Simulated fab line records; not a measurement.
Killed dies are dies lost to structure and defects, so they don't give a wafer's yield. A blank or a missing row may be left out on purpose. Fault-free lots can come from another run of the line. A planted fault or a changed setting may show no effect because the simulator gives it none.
Chamber matching -- flow gf180mcu -- pecvd-01 running GF_SAB_CVD_00: 3 sister chambers
The step deposits SiO2 from TEOS, target thk 50 nm, time 4.9302 s. 6 wafers are shown with their chamber, then 8 later ones without.

## WAFERS PAIRED WITH THEIR CHAMBERS
wafer,chamber,heater-power-w (W)
L908.1,2,676
L909.6,2,720
L916.3,0,759
L916.5,1,610
L916.6,0,748
L917.1,1,503

## WAFERS MISSING THEIR CHAMBER
wafer,heater-power-w (W)
L917.3,712
L917.6,716
L919.3,661
L919.5,669
L919.6,765
L921.1,746
L921.2,597
L921.4,739

## EACH ONE'S CHAMBER
wafer,from the rows above,in truth
L917.3,can't be placed: 2 or 0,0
L917.6,can't be placed: 2 or 0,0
L919.3,can't be placed: 2 or 0 or 1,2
L919.5,can't be placed: 2 or 0 or 1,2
L919.6,can't be placed: 0 or 2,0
L921.1,can't be placed: 0 or 2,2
L921.2,can't be placed: 1 or 2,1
L921.4,can't be placed: 0 or 2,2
Correctly placed: 0 of 8. Cannot be placed on the basis of these rows: 8; the candidates contain the true chamber in 8. Placed wrongly: 0.
How it was worked out, from the rows above alone: a wafer's distance from a chamber is the root of the sum, over the readings, of the square of ((its reading less the chamber's mean) divided by the reading's scatter). If the next closest chamber is less than 2 further off than the closest, the wafer can't be placed; otherwise it belongs to the closest. A chamber's mean is the mean of its shown wafers. The scatter: the root of (the sum of the squares of (reading less its chamber's mean) over the shown wafers, divided by (wafers less chambers)).
